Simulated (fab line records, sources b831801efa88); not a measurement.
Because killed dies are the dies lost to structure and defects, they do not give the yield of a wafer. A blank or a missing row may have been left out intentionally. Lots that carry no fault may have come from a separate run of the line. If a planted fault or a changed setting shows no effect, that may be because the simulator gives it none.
A struck lot beside a sound one	flow sky130	14 steps out of a route of 708
Sound: wafers L144.1, L144.4, L144.5. Wafers struck: L145.1, L145.3, L145.4. Last of all comes the cause.
Order at every step that has rows: each side's tool, ch and its chambers, its first start. Under that, the readings that differ: sound wafers	struck wafers	difference of the means	sigmas: that difference in standard deviations of wafers without a fault.
alike: readings whose means differ by less than 2 such deviations, and words and numbers that are the same on both sides. not compared: withheld readings, readings that some wafer has no value for, bounds like >300 that may hide the same value, and numbers for which the record gives no deviation and whose values overlap.
A row with sigmas, a row that says differs or no value, or rows on one side alone: a step with any of these is where the two part. When numbers do not overlap yet have no deviation, they are printed without sigmas and do not part them. Lack of a reading on every wafer of one side parts them only where that side has two or more wafers.

SKY_VIA2_ETCH_15: etches SiO2 in C4F8/O2/Ar, stops on TiN, target depth 546 nm, time 84 s.
  sound on rie diel-02 ch 0,1,2, day 37 21:14; struck on rie diel-02 ch 1,2,3, day 38 09:00
  alike: oes product au
  not compared: rf hours counter h
SKY_VIA2_STRIP_16: strips in O2/N2.
  sound on plasma asher-02 ch 0,1, day 37 21:18; struck on plasma asher-02 ch 0,1, day 38 09:04
  alike: drypump motor current A, n2 flow sccm, oes product au, strip time to endpoint s
  not compared: rf hours counter h
then, 4 steps without rows for these wafers: SKY_VIA2_STRIP_17 (strips in post etch residue remover, time 1200 s); SKY_VIA2_CLEAN_18 (cleans in IPA, time 180 s); SKY_VIA2_CLEAN_19 (cleans in O3/DIW); SKY_VIA2_SPUTTER_20 (material TiN, target thk 20 nm, time 80 s).
SKY_VIA2_CVD_21: deposits W, target thk 420 nm, time 126.4 s.
  sound on cvd w-02 ch 0,1, day 37 21:58; struck on cvd w-01 ch 0,1, day 38 09:45
  alike: heater power w
SKY_VIA2_RS_MEAS_22: a four-point-probe measurement.
  struck on film metro-04, day 38 09:53; sound on film metro-04, day 37 22:05
  alike: VIA2_W_RS
SKY_VIA2_THK_MEAS_23: measures by xrf.
  struck on film metro-04, day 38 10:00; sound on film metro-04, day 37 22:13
  alike: VIA2_W_THK
then, 2 steps without rows for these wafers: SKY_VIA2_CMP_24 (polishes, stops on SiO2, t overpolish 20 s, target thk 0 nm); SKY_METAL3_SPUTTER_00 (material Ti, target thk 15 nm, time 10 s).
SKY_METAL3_SPUTTER_01: material TiN, target thk 20 nm, time 16.7 s.
  struck on pvd sputter-01, day 38 10:23; sound on pvd sputter-01, day 37 22:37
  alike: cathode dc power W, chamber pressure pa, throttle valve pct
SKY_METAL3_SPUTTER_02: material AlCu, target thk 735 nm, time 39.1 s.
  struck on pvd sputter-01, day 38 10:25; sound on pvd sputter-01, day 37 22:38
  no value came back on the struck wafers for cathode dc power W (W), chamber pressure pa (Pa), throttle valve pct (%), time s (s); on the sound wafers cathode dc power W (W) reads 10602 10599 10599
SKY_METAL3_SPUTTER_03: material Ti, target thk 5 nm, time 3.3 s.
  struck on pvd sputter-01, day 38 10:27; sound on pvd sputter-01, day 37 22:41
  alike: cathode dc power W, chamber pressure pa, throttle valve pct

== WHERE THEY PART ==
Only at SKY_METAL3_SPUTTER_02, as far as this record shows. Later steps at which nothing parts them and some readings are alike: SKY_METAL3_SPUTTER_03.

WHY: whatever the simulator had introduced
Beginning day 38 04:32, the whole step at SKY_METAL3_SPUTTER_02 was skipped on pvd sputter-01. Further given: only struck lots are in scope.
